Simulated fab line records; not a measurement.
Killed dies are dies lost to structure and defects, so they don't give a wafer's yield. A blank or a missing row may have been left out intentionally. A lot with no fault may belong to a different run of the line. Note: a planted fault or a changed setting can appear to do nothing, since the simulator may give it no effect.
Which tool is to blame?	flow sky130	11 lots, 33 wafers sampled, at 3 steps of a route of 708

WHAT THE GAUGES SHOWED, per wafer
SKY_LI_CONTACT_THK_MEAS_01.
lot	measured	on	LI_CONTACT_HDPCVD_THK (nm)
L658	day 28 05:51	film-metro-02	911 937 928
L659	day 28 06:25	film-metro-01	952 935 937
L660	day 28 20:35	film-metro-01	952 933 937
L661	day 29 03:24	film-metro-04	946 910 930
L662	day 29 20:51	film-metro-04	926 928 927
L663	day 29 22:55	film-metro-01	955 957 922
L665	day 31 11:16	film-metro-04	918 923 916
L671	day 32 14:16	film-metro-04	928 1081 1092 929 1081 1091
L675	day 33 16:37	film-metro-02	929 925 935
L676	day 34 01:40	film-metro-01	930 937 938
L680	day 35 05:52	film-metro-02	935 924 930

WHAT TOOL EACH LOT RAN ON (gives the tool, then ch and the chambers of the sampled wafers, and finally the start)
lot	SKY_RES_XHIGH_STRIP_08	SKY_LI_CONTACT_HDPCVD_00
L658	plasma-asher-04 ch 0,1, day 27 00:53	hdpcvd-02 ch 0,1,2, day 28 05:45
L659	plasma-asher-02 ch 1, day 27 01:11	hdpcvd-02 ch 0,1, day 28 06:18
L660	plasma-asher-03 ch 0,1, day 27 15:16	hdpcvd-02 ch 0,2, day 28 20:28
L661	plasma-asher-04 ch 0,1, day 27 23:11	hdpcvd-01 ch 0,1,2, day 29 03:18
L662	plasma-asher-04 ch 0,1, day 28 15:56	hdpcvd-02 ch 0,1, day 29 20:45
L663	plasma-asher-02 ch 0,1, day 28 18:02	hdpcvd-01 ch 0,1,2, day 29 22:49
L665	plasma-asher-02 ch 0,1, day 30 00:11	hdpcvd-01 ch 1,2, day 31 11:09
L671	plasma-asher-02 ch 0,1, day 31 10:44	hdpcvd-01 ch 0,1, day 32 14:10
L675	plasma-asher-03 ch 0,1, day 32 13:05	hdpcvd-02 ch 0,2, day 33 16:30
L676	plasma-asher-04 ch 0,1, day 32 22:17	hdpcvd-02 ch 1,2, day 34 01:33
L680	plasma-asher-03 ch 0,1, day 34 02:20	hdpcvd-02 ch 1,2, day 35 05:45
- SKY_RES_XHIGH_STRIP_08: strips in O2/N2.
- SKY_LI_CONTACT_HDPCVD_00: deposits PSG, target thk 930 nm, time 155 s.

THE ANSWER, worked out from the rows above alone
Rule: what is usual is taken from the lots themselves. The widest of any qualifying gaps counts: lots, ordered by their means at a reading, are off when they make up no more than a third of the lots, leave a main group of 4 or more, and stand apart from it by 3 or more times the standard deviation of that group's means. If all means in a main group match to the digits the tables above print for the reading, that group is not used. A lot without any number at a reading at which 4 lots or more have one is off too. Any other lot the step has rows for is counted as sound.
Off: L671, at SKY_LI_CONTACT_THK_MEAS_01 (LI_CONTACT_HDPCVD_THK). Main group: mean 932 nm, sd 7.7.
A tool fits if, at a process step before that reading, it ran every lot that is off, and no sound lot after the first of them. Gauges at SKY_LI_CONTACT_THK_MEAS_01: tried the same way as those tools. Can't be told from this: 3 tools fit, plasma-asher-02 at SKY_RES_XHIGH_STRIP_08, hdpcvd-01 at SKY_LI_CONTACT_HDPCVD_00, film-metro-04 at SKY_LI_CONTACT_THK_MEAS_01.

WHAT THE SIMULATOR HAD PUT IN
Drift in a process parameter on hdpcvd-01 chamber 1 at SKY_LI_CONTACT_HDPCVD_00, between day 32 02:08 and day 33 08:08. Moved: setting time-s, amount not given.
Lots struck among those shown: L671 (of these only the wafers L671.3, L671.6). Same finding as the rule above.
